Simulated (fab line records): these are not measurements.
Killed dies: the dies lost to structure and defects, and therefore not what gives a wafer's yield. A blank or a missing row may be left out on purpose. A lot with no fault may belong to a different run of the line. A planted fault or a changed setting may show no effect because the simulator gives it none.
Which tool was responsible? | flow sky130 | 10 lots with 30 wafers sampled at 4 steps, on a route of 708 steps

== WHAT THE GAUGES READ, wafer by wafer ==
SKY_VT_ADJUST_HVTR_CD_MEAS_07: the cd target is 380 nm. Usual: cd nm reads 380.6 nm (standard deviation 2.6).
lot  | measured     | on        | cd nm (nm)        | flag
L775 | day 9 13:11  | cd sem-02 | 378.0 376.0 376.6 |
L776 | day 9 19:22  | cd sem-02 | 382.0 380.4 380.6 |
L778 | day 10 10:51 | cd sem-01 | 383.7 380.4 380.8 |
L781 | day 11 04:32 | cd sem-01 | 384.2 381.4 379.2 |
L782 | day 11 13:57 | cd sem-01 | 378.2 378.9 377.7 |
L783 | day 11 19:08 | cd sem-01 | 384.9 383.6 383.4 |
L787 | day 12 23:51 | cd sem-01 | 382.2 382.2 382.4 |
L792 | day 14 18:21 | cd sem-02 | 381.3 381.6 381.2 |
L793 | day 15 02:22 | cd sem-02 | 381.9 382.3 382.0 |
L794 | day 15 04:23 | cd sem-02 | 375.7 375.3 374.8 |

SKY_SONOS_TUNNEL_TW_MEAS_12. Usual: SONOS_TUNNEL_TW 197.3, standard deviation 2.1.
lot  | measured     | on            | SONOS_TUNNEL_TW   | flag
L775 | day 11 12:11 | film metro-02 | 198.7 198.0 198.0 |
L776 | day 11 17:35 | film metro-03 | 201.5 201.5 201.4 |
L778 | day 12 09:59 | film metro-04 | 196.8 197.8 196.9 |
L781 | day 13 07:04 | film metro-03 | 199.8 199.6 201.2 |
L782 | day 13 16:47 | film metro-04 | 195.0 195.8 194.5 |
L783 | day 13 21:59 | film metro-04 | 195.7 196.3 196.3 |
L787 | day 15 05:10 | film metro-04 | 196.8 196.9 196.1 |
L792 | day 17 03:38 | film metro-03 | 201.5 201.2 201.8 |
L793 | day 17 11:58 | film metro-04 | 195.3 196.6 195.7 |
L794 | day 17 12:42 | film metro-02 | 194.6 196.0 195.7 |

SKY_POLY_GATE_THK_MEAS_01. Usual: POLY_GATE_CVD_00_THK 180.3 nm, standard deviation 1.3.
lot  | measured     | on            | POLY_GATE_CVD_00_THK (nm) | flag
L775 | day 14 03:11 | film metro-02 | 178.7 178.5 179.2         |
L776 | day 14 08:41 | film metro-01 | 178.3 178.0 179.0         |
L778 | day 15 00:45 | film metro-02 | 179.3 180.1 180.1         |
L781 | day 15 23:22 | film metro-02 | 177.8 180.8 179.8         |
L782 | day 16 12:56 | film metro-02 | 181.6 182.0 181.5         |
L783 | day 16 14:46 | film metro-04 | 179.4 180.3 180.9         |
L787 | day 18 02:53 | film metro-01 | 180.8 179.8 180.3         |
L792 | day 20 06:32 | film metro-01 | 178.2 179.6 179.6         |
L793 | day 20 13:13 | film metro-02 | 144.2 143.1 142.3         | OFF
L794 | day 20 16:23 | film metro-01 | 145.7 145.1 145.6         | OFF

== WHAT TOOL EACH LOT RAN ON (gives the tool, then ch and the chambers of the sampled wafers, and finally the start) ==
lot  | SKY_POLY_GATE_CVD_00
L775 | lpcvd-01 ch 0, day 14 01:59
L776 | lpcvd-01 ch 1, day 14 07:28
L778 | lpcvd-01 ch 0, day 14 23:33
L781 | lpcvd-01 ch 1, day 15 22:10
L782 | lpcvd-01 ch 1, day 16 11:43
L783 | lpcvd-01 ch 0, day 16 13:34
L787 | lpcvd-01 ch 0, day 18 01:41
L792 | lpcvd-01 ch 0, day 20 05:20
L793 | lpcvd-01 ch 0, day 20 11:59
L794 | lpcvd-01 ch 1, day 20 14:35
- SKY_POLY_GATE_CVD_00: deposits poly-Si, target thk 180 nm, time 720 s.

== WHAT THE TOOLS THEMSELVES READ (means of the sampled wafers that have a number; where no wafer has one, the mark that the record gives instead) ==
SKY_POLY_GATE_CVD_00. Usual: value, then standard deviation, for each; pressure mtorr 200.0 mTorr / 0.38; spike tc bottom C 638.8 C / 1.2; spike tc centre C 621.3 C / 1; spike tc lower C 621.1 C / 1.1; spike tc top C 640.1 C / 1.4; spike tc upper C 619.6 C / 1; susceptor temp C 619.99 C / 0.29.
lot  | tool     | pressure mtorr (mTorr) | spike tc bottom C (C) | spike tc centre C (C) | spike tc lower C (C) | spike tc top C (C) | spike tc upper C (C) | susceptor temp C (C) | flag
L775 | lpcvd-01 | 200.3                  | 637.6                 | 621.8                 | 621.4                | 641.5              | 619.9                | 620.35               |
L776 | lpcvd-01 | 199.9                  | 639.5                 | 620.1                 | 621.0                | 638.0              | 619.8                | 620.08               |
L778 | lpcvd-01 | 200.2                  | 638.6                 | 621.8                 | 621.1                | 640.6              | 619.3                | 620.02               |
L781 | lpcvd-01 | 199.8                  | 639.0                 | 622.0                 | 621.0                | 639.5              | 619.2                | 620.06               |
L782 | lpcvd-01 | 199.6                  | 640.6                 | 621.4                 | 622.0                | 639.6              | 619.5                | 619.85               |
L783 | lpcvd-01 | 200.5                  | 639.2                 | 621.6                 | 622.2                | 642.1              | 620.8                | 620.29               |
L787 | lpcvd-01 | 199.9                  | 639.2                 | 620.8                 | 620.8                | 641.2              | 619.6                | 619.98               |
L792 | lpcvd-01 | 200.2                  | 637.3                 | 621.4                 | 621.3                | 641.2              | 619.5                | 620.03               |
L793 | lpcvd-01 | 200.3                  | 628.7                 | 612.2                 | 612.0                | 632.7              | 608.5                | 610.38               | OFF
L794 | lpcvd-01 | 199.7                  | 629.7                 | 612.5                 | 611.0                | 629.8              | 611.2                | 610.24               | OFF

== THE ANSWER, worked out from the rows above alone ==
Rule: a lot is off if the mean of its wafers that have a number lies more than 3 standard deviations from the usual mean. A lot without any number at a reading at which 4 lots or more have one is off too. The other lots that the step has rows for count as sound. Order of review: gauges by route order, followed by the tools' own readings, for which a lot's mean as printed above is used. The first step at which some lot is off is used, and at that step the reading that is off furthest; a lot without a number counts as furthest.
Off: L793, L794, at SKY_POLY_GATE_THK_MEAS_01 (POLY_GATE_CVD_00_THK).
If a tool, at a process step before that reading, ran all the lots that are off and no sound lot after the first of them, it fits. The gauges at SKY_POLY_GATE_THK_MEAS_01 aren't tried: what is off there is off at SKY_POLY_GATE_CVD_00 too, on other tools, and a gauge's error can't cause that. One candidate fits, namely lpcvd-01 at SKY_POLY_GATE_CVD_00. A fault onset in the window from L792 (day 20 05:20, its last sound lot) to L793 (day 20 11:59, its first lot off) fits.
The tool's own readings at SKY_POLY_GATE_CVD_00 bear it out: on the lots that are off they differ by more than 5 times the standard deviation of the sound lots' means. spike tc bottom C reads 629.2 C there against 638.9 C on the sound lots; spike tc centre C reads 612.4 C there against 621.4 C on the sound lots; spike tc lower C reads 611.5 C there against 621.4 C on the sound lots; spike tc top C reads 631.2 C there against 640.5 C on the sound lots; spike tc upper C reads 609.9 C there against 619.7 C on the sound lots; susceptor temp C reads 610.31 C there against 620.08 C on the sound lots.

== WHAT THE SIMULATOR HAD PUT IN ==
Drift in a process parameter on lpcvd-01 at SKY_POLY_GATE_CVD_00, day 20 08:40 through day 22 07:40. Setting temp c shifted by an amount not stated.
Struck lots among those shown: L793, L794. This agrees with what the rule above found.
